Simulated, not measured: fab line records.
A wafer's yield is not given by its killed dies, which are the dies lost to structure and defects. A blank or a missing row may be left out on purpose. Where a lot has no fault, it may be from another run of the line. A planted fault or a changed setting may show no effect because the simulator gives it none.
2 desks looking at one fault -- flow sky130 -- every desk sees just its own numbers, and what lay behind them comes last

== FOR THE TOOL OWNER'S DESK: furnace-02 ==
The tool's own readings at SKY_GATE_OXIDE_OXIDATION_01 (stabilise 600 s, purge 300 s, target thk 10.268 nm): means of the sampled wafers that have a number, for each lot that ran on this tool. A lot is out of limits, marked OUT, if its mean lies more than 4 standard deviations from the usual mean; the brackets give that distance.
Columns: A = spike_tc_centre_C at SKY_GATE_OXIDE_OXIDATION_01, usual 901.2 C; B = tube_center_temp_C at SKY_GATE_OXIDE_OXIDATION_01, usual 900.01 C; C = zone_power_bottom_pct at SKY_GATE_OXIDE_OXIDATION_01, usual 26 %
lot,first seen here,A,B,C
L186,day 13 01:34,899.2,900.08,29
L187,day 13 15:41,900.9,899.94,29
L190,day 14 12:07,900.9,899.97,29
L193,day 15 09:02,900.9,900.00,29
L194,day 15 17:11,900.8,900.02,29
L197,day 17 02:46,900.6,900.03,29
L199,day 17 13:56,900.5,899.99,29
This desk's finding: nothing out of limits on any of the 7 lots.

== FROM THE METROLOGY DESK ==
Means of the sampled wafers that have a number, per lot and without regard to the tool the lot ran on: this is what the gauges read. A lot is out of limits, marked OUT, if its mean lies more than 4 standard deviations from the usual mean; the brackets give that distance.
Columns: A = DNWELL_TW at SKY_DNWELL_TW_MEAS_09, usual 1106; B = VT_ADJUST_HVTR_OVL at SKY_VT_ADJUST_HVTR_OVL_MEAS_08, usual -1.3 nm; C = GATE_OXIDE_OXIDATION_00_THK at SKY_GATE_OXIDE_THK_MEAS_02, usual 10.15 nm
lot,first seen here,A,B,C
L186,day 3 13:53,1091,-3.5,10.11
L187,day 3 19:34,1109,-1.4,10.03
L188,day 4 00:31,1093,-1.8,10.10
L190,day 4 10:22,1115,0.1,9.83
L192,day 4 18:31,1113,-2.2,10.31
L193,day 5 00:44,1099,-1.2,10.00
L194,day 5 07:30,1109,-0.1,10.03
L197,day 6 03:24,1118,-1.3,12.43 (+13) OUT
L199,day 6 11:07,1088,-1.8,12.18 (+11) OUT
L201,day 6 22:58,1115,-0.7,10.01
L207,day 8 03:56,1099,-1.8,10.15
L208,day 8 09:13,1119,-2.0,10.12
Per this desk, out of limits: L197, L199; the first was L197, day 17 04:12 (GATE_OXIDE_OXIDATION_00_THK at SKY_GATE_OXIDE_THK_MEAS_02). L186, L187, L188, L190, L192, L193, L194, L201, L207, L208: within limits.

== TAKEN TOGETHER ==
L197, L199 would have let the metrology desk raise an alarm at day 17 04:12.
The desk of the tool owner found nothing out of limits.
On record at the tool owner's desk: L197, L199, within its limits.
Of the lots named, all ran SKY_GATE_OXIDE_OXIDATION_01 on furnace-02.

== WHAT THE SIMULATOR PUT IN ==
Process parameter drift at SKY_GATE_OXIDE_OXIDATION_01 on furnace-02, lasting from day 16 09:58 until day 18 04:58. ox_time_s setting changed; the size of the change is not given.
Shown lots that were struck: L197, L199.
Per desk, hours elapsed from the start of the fault to the first reading out of limits: for the metrology desk, 18.
